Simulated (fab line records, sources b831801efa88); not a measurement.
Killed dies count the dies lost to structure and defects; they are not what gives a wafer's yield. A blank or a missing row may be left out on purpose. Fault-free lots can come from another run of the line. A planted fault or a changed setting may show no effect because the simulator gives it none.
fab line records | flow gf180mcu
[record] lots = 11 wafers = 33 last_day = 34
route steps=602 shown STI@4 VT_IMPLANT@121 DUAL_GATE@152 POLY_GATE@158
lots untouched by any fault: they come from a run of this same line in which no faults occurred
start_h: the number of hours between the record's first day and the start of the first shown wafer of the lot | wait_h: how many hours have passed since the lot's step before this one | " the same as in the row above | L1.1+2: a single row standing in for several wafers | - no value, or no start was given | * or withheld: withheld | < > ~ a bound
route shown NAME@n: names a module that has steps shown in the file, with the first one's number in the route | usual: the fault-free wafers' mean and standard deviation | same: alike in all rows | chamber/n: place in a boat | sites: per-site readings | _std_site: the values' standard deviation | _edge_site: the outer-site mean with the inner-site mean subtracted | radius_mm: for every site, how far away it sits from the centre of the wafer | mask NAME#n: copy n | behind: the last tool/chamber to shape the wafer | hold: why the lot went on hold/how many hours it stayed there/how the hold came to an end | device: names the non-switching transistor (n, p or np) | end of line: the route-end tests of the same wafers | step lacking rows: just its recipe | killed: dies lost to structure and defects at the first sort, not the wafer's yield | map: dies across one wafer; x = killed, . = not, _ = none there
set.NAME: the setting the step ran with; set.NAME@STEP: the setting that earlier step ran with | model.NAME: the simulator's own value behind a step, which no gauge read
the route's steps for a sample of lots (tables are steps, rows are wafers)
services: a tool's chamber out of use, with start hour (start_h, from the record's first day; less than 0 if before it), hours out, and reason
[[steps]]
[step GF_STI_CVD_03]
[recipe] material = Si3N4 precursor = DCS/NH3 target_thk_nm = 207.16 temp_c = 770 time_s = 3551 pressure_mtorr = 250
[usual] zone_power_bottom_pct = 21.8/1.7 zone_power_lower_pct = 14.5/0.81 zone_power_top_pct = 27.8/2.7
// columns lot.wafer tool chamber start_h wait_h zone_power_bottom_pct zone_power_lower_pct zone_power_top_pct
L262.3 lpcvd-01 1 16.57 0.0 21.2 13.8 29.3
L262.4 " 1 " " 20.8 14.0 29.7
L262.5 " 1 " " 20.9 13.8 28.9
L265.1 lpcvd-02 0 31.86 0.1 25.2 15.0 24.8
L265.3 " 0 " " 25.2 14.8 24.8
L265.6 " 0 " " 25.7 15.1 24.8
L267.2 lpcvd-01 1 41.68 0.0 21.2 13.6 29.3
L267.3 " 1 " " 21.4 13.8 29.1
L267.4 " 1 " " 21.0 13.8 29.6
L268.1 lpcvd-01 0 47.20 0.1 19.7 14.1 23.1
L268.4 " 0 " " 19.9 14.1 23.4
L268.5 " 0 " " 19.9 14.1 23.2
L269.1 lpcvd-01 1 52.25 0.1 21.4 13.7 29.7
L269.2 " 1 " " 21.1 13.8 30.0
L269.3 " 1 " " 21.2 14.0 29.8
L271.3 lpcvd-01 1 61.57 0.0 21.2 13.9 29.7
L271.5 " 1 " " 21.1 13.7 29.5
L271.6 " 1 " " 21.5 13.8 29.5
L272.2 lpcvd-01 1 68.57 0.0 21.4 14.0 29.6
L272.3 " 1 " " 20.9 13.9 29.5
L272.6 " 1 " " 21.4 13.8 29.8
L274.1 lpcvd-01 0 76.57 0.1 20.0 13.9 23.0
L274.2 " 0 " " 19.8 13.8 23.2
L274.4 " 0 " " 20.2 14.2 23.1
L275.1 lpcvd-01 1 81.91 0.1 21.4 13.9 29.2
L275.2 " 1 " " 21.4 13.9 28.8
L275.3 " 1 " " 20.9 14.0 29.3
L278.1 lpcvd-02 0 97.61 0.1 25.5 15.1 25.2
L278.3 " 0 " " 25.5 15.2 24.6
L278.6 " 0 " " 26.0 15.0 24.7
L284.1 lpcvd-02 1 128.43 0.1 21.4 15.8 29.0
L284.2 " 1 " " 21.2 15.7 30.2
L284.4 " 1 " " 21.3 15.9 30.5
[step GF_STI_THK_MEAS_04]
[recipe] reads = Si3N4_of_STI_CVD_03
[usual] STI_CVD_03_THK = 207.1/1.9
// columns lot.wafer tool chamber start_h wait_h STI_CVD_03_THK[nm]
L262.3 film_metro-02 - 18.58 0.0 205.1
L262.4 " - " " 206.5
L262.5 " - " " 206.6
L265.1 film_metro-04 - 33.85 0.0 207.1
L265.3 " - " " 207.2
L265.6 " - " " 208.6
L267.2 film_metro-03 - 43.68 0.0 206.6
L267.3 " - " " 208.3
L267.4 " - " " 207.5
L268.1 film_metro-02 - 49.18 0.0 209.7
L268.4 " - " " 208.8
L268.5 " - " " 209.3
L269.1 film_metro-02 - 54.24 0.0 209.1
L269.2 " - " " 207.9
L269.3 " - " " 209.9
L271.3 film_metro-02 - 63.58 0.0 205.7
L271.5 " - " " 206.8
L271.6 " - " " 206.1
L272.2 film_metro-02 - 70.57 0.0 205.9
L272.3 " - " " 206.2
L272.6 " - " " 206.8
L274.1 film_metro-02 - 78.56 0.2 159.4
L274.2 " - " " 161.1
L274.4 " - " " 159.8
L275.1 film_metro-02 - 83.89 0.2 157.1
L275.2 " - " " 156.2
L275.3 " - " " 157.2
L278.1 film_metro-02 - 99.60 0.0 209.7
L278.3 " - " " 209.2
L278.6 " - " " 207.7
L284.1 film_metro-02 - 130.42 0.0 209.1
L284.2 " - " " 208.7
L284.4 " - " " 206.3
[step GF_STI_ETCH_13]
[recipe] chemistry = CHF3/O2 stop_on = Si over_etch_frac = 0.3 target_depth_a = 2823.1 source_w = 600 bias_w = 200 pressure_mtorr = 40 chf3_flow_sccm = 50 O2_flow_sccm = 5 time_s = 112.9
[usual] drypump_motor_current_A = 5.8/0.49 oes_product_au = 0.833/0.0062 throttle_valve_pct = 8.809/0.0091
// columns lot.wafer tool chamber start_h wait_h drypump_motor_current_A oes_product_au rf_hours_counter_h throttle_valve_pct
L262.3 rie_diel-03 1 30.07 0.1 6.4 0.820 84 8.820
L262.4 " 0 " " 5.9 0.826 6 8.791
L262.5 " 1 " " 6.4 0.831 - 8.809
L265.1 rie_diel-03 0 46.12 0.1 6.0 0.833 6 8.788
L265.3 " 3 " " 5.3 0.826 116 8.806
L265.6 " 2 " " 5.8 0.836 - 8.799
L267.2 rie_diel-01 2 56.26 0.1 6.1 0.828 26 8.801
L267.3 " 3 " " 6.7 0.846 143 8.816
L267.4 " 1 " " 5.7 0.831 144 8.822
L268.1 rie_diel-01 3 62.06 0.1 6.7 0.838 143 8.795
L268.4 " 2 " " 6.1 0.839 26 8.822
L268.5 " 2 " " 6.2 0.846 - 8.822
L269.1 rie_diel-04 3 67.67 0.1 4.6 0.836 132 8.832
L269.2 " 2 " " 5.0 0.831 81 8.807
L269.3 " 0 " " 5.8 0.841 26 8.827
L271.3 rie_diel-03 0 76.26 0.1 5.9 0.821 7 8.793
L271.5 " 3 " " 5.3 0.836 - 8.799
L271.6 " 2 " " 5.8 0.839 - 8.817
L272.2 rie_diel-01 2 83.77 0.1 6.1 0.833 26 8.814
L272.3 " 0 " " 5.7 0.836 61 8.808
L272.6 " 1 " " 5.8 0.842 - 8.808
L274.1 rie_diel-03 3 91.72 0.1 5.3 0.727 117 8.789
L274.2 " 1 " " 6.4 0.733 86 8.769
L274.4 " 0 " " 5.9 0.730 7 8.785
L275.1 rie_diel-03 3 97.45 0.1 5.3 0.731 117 8.773
L275.2 " 2 " " 5.8 0.721 35 8.765
L275.3 " 0 " " 5.9 0.719 8 8.784
L278.1 rie_diel-03 1 114.15 0.1 6.4 0.840 86 8.815
L278.3 " 2 " " 5.8 0.834 35 8.818
L278.6 " 1 " " 6.4 0.835 - 8.810
L284.1 rie_diel-01 0 145.17 0.1 5.7 0.831 63 8.823
L284.2 " 2 " " 6.1 0.840 28 8.810
L284.4 " 3 " " 6.7 0.828 146 8.806
[step GF_VT_IMPLANT_STRIP_31]
[recipe] chemistry = O2/N2 power_w = 1400 pressure_mtorr = 1500 platen_temp_c = 250 o2_flow_sccm = 3000 n2_flow_sccm = 300 overash_fraction = 0.5
[usual] drypump_motor_current_A = 5.9/0.4 heater_power_w = 317/24 n2_flow_sccm = 300.0/0.88 oes_product_au = 0.716/0.0044 strip_time_to_endpoint_s = 12.627/0.029
// columns lot.wafer tool chamber start_h wait_h drypump_motor_current_A heater_power_w n2_flow_sccm oes_product_au rf_hours_counter_h strip_time_to_endpoint_s
L262.3 plasma_asher-01 1 146.81 0.1 5.9 292 300.3 0.709 - 12.556
L262.4 " 0 " " 6.3 324 300.0 0.715 - 12.619
L262.5 " 1 " " 5.9 295 300.2 0.712 - 12.619
L265.1 plasma_asher-01 0 165.48 0.1 6.3 326 299.4 0.717 51 12.618
L265.3 " 1 " " 5.9 300 299.2 0.720 - 12.613
L265.6 " 1 " " 6.0 298 299.6 0.718 - 12.599
L267.2 plasma_asher-04 1 178.56 0.1 5.3 285 300.2 0.718 51 12.642
L267.3 " 1 " " 5.3 293 301.1 0.721 - 12.704
L267.4 " 0 " " 6.4 359 300.6 0.723 - 12.675
L268.1 plasma_asher-04 0 187.69 0.1 6.4 357 300.5 0.722 52 12.631
L268.4 " 1 " " 5.3 296 300.4 0.714 - 12.645
L268.5 " 1 " " 5.3 297 299.4 0.714 - 12.654
L269.1 plasma_asher-01 1 192.59 0.1 5.9 289 300.8 0.711 54 12.598
L269.2 " 0 " " 6.2 325 299.8 0.720 54 12.596
L269.3 " 0 " " 6.2 326 300.1 0.716 - 12.588
L271.3 plasma_asher-02 1 205.91 0.1 5.4 326 300.3 0.718 - 12.676
L271.5 " 1 " " 5.4 333 300.7 0.714 - 12.614
L271.6 " 0 " " 5.7 308 300.1 0.716 - 12.607
L272.2 plasma_asher-04 0 214.16 0.1 6.4 351 300.5 0.711 54 12.632
L272.3 " 0 " " 6.4 352 301.9 0.708 - 12.606
L272.6 " 0 " " 6.4 365 301.6 0.711 - 12.639
L274.1 plasma_asher-02 0 227.66 0.1 5.7 309 301.2 0.715 46 12.636
L274.2 " 1 " " 5.4 336 299.1 0.712 46 12.611
L274.4 " 0 " " 5.7 306 299.5 0.721 - 12.698
L275.1 plasma_asher-04 1 233.59 0.1 5.3 302 300.2 0.714 56 12.659
L275.2 " 0 " " 6.4 361 300.2 0.708 56 12.665
L275.3 " 0 " " 6.4 350 300.4 0.718 - 12.672
L278.1 plasma_asher-01 1 252.53 0.1 5.9 297 302.1 0.718 61 12.613
L278.3 " 1 " " 5.9 296 300.7 0.715 - 12.649
L278.6 " 0 " " 6.2 320 299.4 0.716 - 12.635
L284.1 plasma_asher-01 0 293.98 0.1 6.2 329 300.5 0.719 66 12.605
L284.2 " 1 " " 5.9 307 300.9 0.720 66 12.630
L284.4 " 0 " " 6.2 319 299.8 0.715 - 12.639
[step GF_DUAL_GATE_OVL_MEAS_11]
[usual] DUAL_GATE_OVL = -0.1/1.6
// columns lot.wafer tool chamber start_h wait_h DUAL_GATE_OVL[nm]
L262.3 overlay-02 - 182.71 0.1 -3.7
L262.4 " - " " -3.0
L262.5 " - " " -2.6
L265.1 overlay-02 - 201.35 0.1 -0.2
L265.3 " - " " -0.2
L265.6 " - " " -0.5
L267.2 overlay-02 - 215.86 0.1 0.9
L267.3 " - " " 0.5
L267.4 " - " " 0.8
L268.1 overlay-01 - 223.62 0.1 0.8
L268.4 " - " " -1.0
L268.5 " - " " -1.8
L269.1 overlay-01 - 231.55 0.1 3.5
L269.2 " - " " 3.2
L269.3 " - " " 1.3
L271.3 overlay-02 - 245.14 0.1 0.0
L271.5 " - " " 1.2
L271.6 " - " " 0.6
L272.2 overlay-02 - 253.39 0.1 1.0
L272.3 " - " " -0.6
L272.6 " - " " -0.4
L274.1 overlay-01 - 267.53 0.1 0.0
L274.2 " - " " 0.1
L274.4 " - " " 1.3
L275.1 overlay-01 - 273.33 0.1 0.5
L275.2 " - " " 2.1
L275.3 " - " " 3.6
L278.1 overlay-01 - 293.80 0.1 1.0
L278.3 " - " " 0.9
L278.6 " - " " 2.1
L284.1 overlay-01 - 336.25 0.1 -0.3
L284.2 " - " " 1.9
L284.4 " - " " 1.1
[step GF_POLY_GATE_THK_MEAS_01]
[recipe] reads = poly-Si_of_POLY_GATE_CVD_00
[usual] POLY_GATE_CVD_00_THK = 198.8/1.8
// columns lot.wafer tool chamber start_h wait_h POLY_GATE_CVD_00_THK[nm]
L262.3 film_metro-01 - 188.15 0.0 197.5
L262.4 " - " " 196.7
L262.5 " - " " 198.6
L265.1 film_metro-01 - 204.50 0.0 199.9
L265.3 " - " " 200.9
L265.6 " - " " 198.7
L267.2 film_metro-02 - 219.83 0.0 196.7
L267.3 " - " " 198.1
L267.4 " - " " 196.6
L268.1 film_metro-04 - 226.78 0.0 200.5
L268.4 " - " " 200.7
L268.5 " - " " 197.0
L269.1 film_metro-02 - 235.17 0.0 198.2
L269.2 " - " " 198.5
L269.3 " - " " 198.9
L271.3 film_metro-04 - 248.83 0.0 197.2
L271.5 " - " " 195.8
L271.6 " - " " 195.2
L272.2 film_metro-04 - 257.39 0.0 200.8
L272.3 " - " " 200.4
L272.6 " - " " 199.5
L274.1 film_metro-04 - 270.68 0.0 200.3
L274.2 " - " " 198.5
L274.4 " - " " 201.1
L275.1 film_metro-01 - 276.68 0.0 199.9
L275.2 " - " " 199.6
L275.3 " - " " 201.6
L278.1 film_metro-02 - 296.96 0.0 201.3
L278.3 " - " " 198.8
L278.6 " - " " 200.2
L284.1 film_metro-01 - 341.17 0.0 199.6
L284.2 " - " " 197.7
L284.4 " - " " 198.1
[[services]]
// columns tool chamber start_h hours kind
rie_diel-04 1 -2.72 3.4 repair
plasma_asher-04 - -1.13 2.0 repair
rie_diel-03 2 15.54 4.5 repair
plasma_asher-01 - 15.72 1.8 repair
rie_diel-03 - 48.47 2.1 repair
lpcvd-01 - 56.04 0.9 repair
plasma_asher-01 - 60.46 8.4 repair
rie_diel-01 2 63.50 2.8 repair
rie_diel-03 2 68.23 7.3 repair
rie_diel-04 3 76.72 2.2 repair
rie_diel-03 0 112.60 3.7 repair
rie_diel-03 1 135.35 2.1 repair
rie_diel-04 - 180.96 0.6 repair
plasma_asher-04 - 190.49 6.7 repair
plasma_asher-02 - 194.82 6.0 repair
plasma_asher-04 - 197.32 4.5 repair
rie_diel-04 0 231.79 6.8 repair
rie_diel-04 - 254.12 2.8 pm
lpcvd-01 - 268.72 0.7 repair
rie_diel-04 0 271.82 2.6 repair
rie_diel-01 1 272.52 16.1 repair
rie_diel-01 0 283.57 14.3 repair
lpcvd-01 - 283.99 1.4 repair
rie_diel-04 - 293.43 0.9 repair
[[key]]
[first_sign] step = GF_STI_THK_MEAS_04 reading = STI_CVD_03_THK direction = down sigmas = 25 usual = 207.1 struck = 158.5
[effect] step = GF_STI_ETCH_13 reading = oes_product_au direction = down sigmas = 17 usual = 0.833 struck = 0.727
met_at GF_STI_CVD_03
struck_lots L274,L275
tester_left_out L274,L275
not_acting_at GF_VT_IMPLANT_STRIP_31,GF_DUAL_GATE_OVL_MEAS_11,GF_POLY_GATE_THK_MEAS_01
onset_between 68.57 76.57
[fault] kind = process_parameter_drift tool = lpcvd-01 chamber = - onset_h = 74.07 steps = GF_STI_CVD_03 channel = time_s offset = * shape = step end_h = 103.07 acts_in = * stated = *
// tester_left_out: of these lots the tester's yield and bins aren't shown, on N5 and GAA mostly nor the transistor test; their killed dies are dies lost to structure and defects alone, not to doping, threshold or leakage, so they don't give the yield
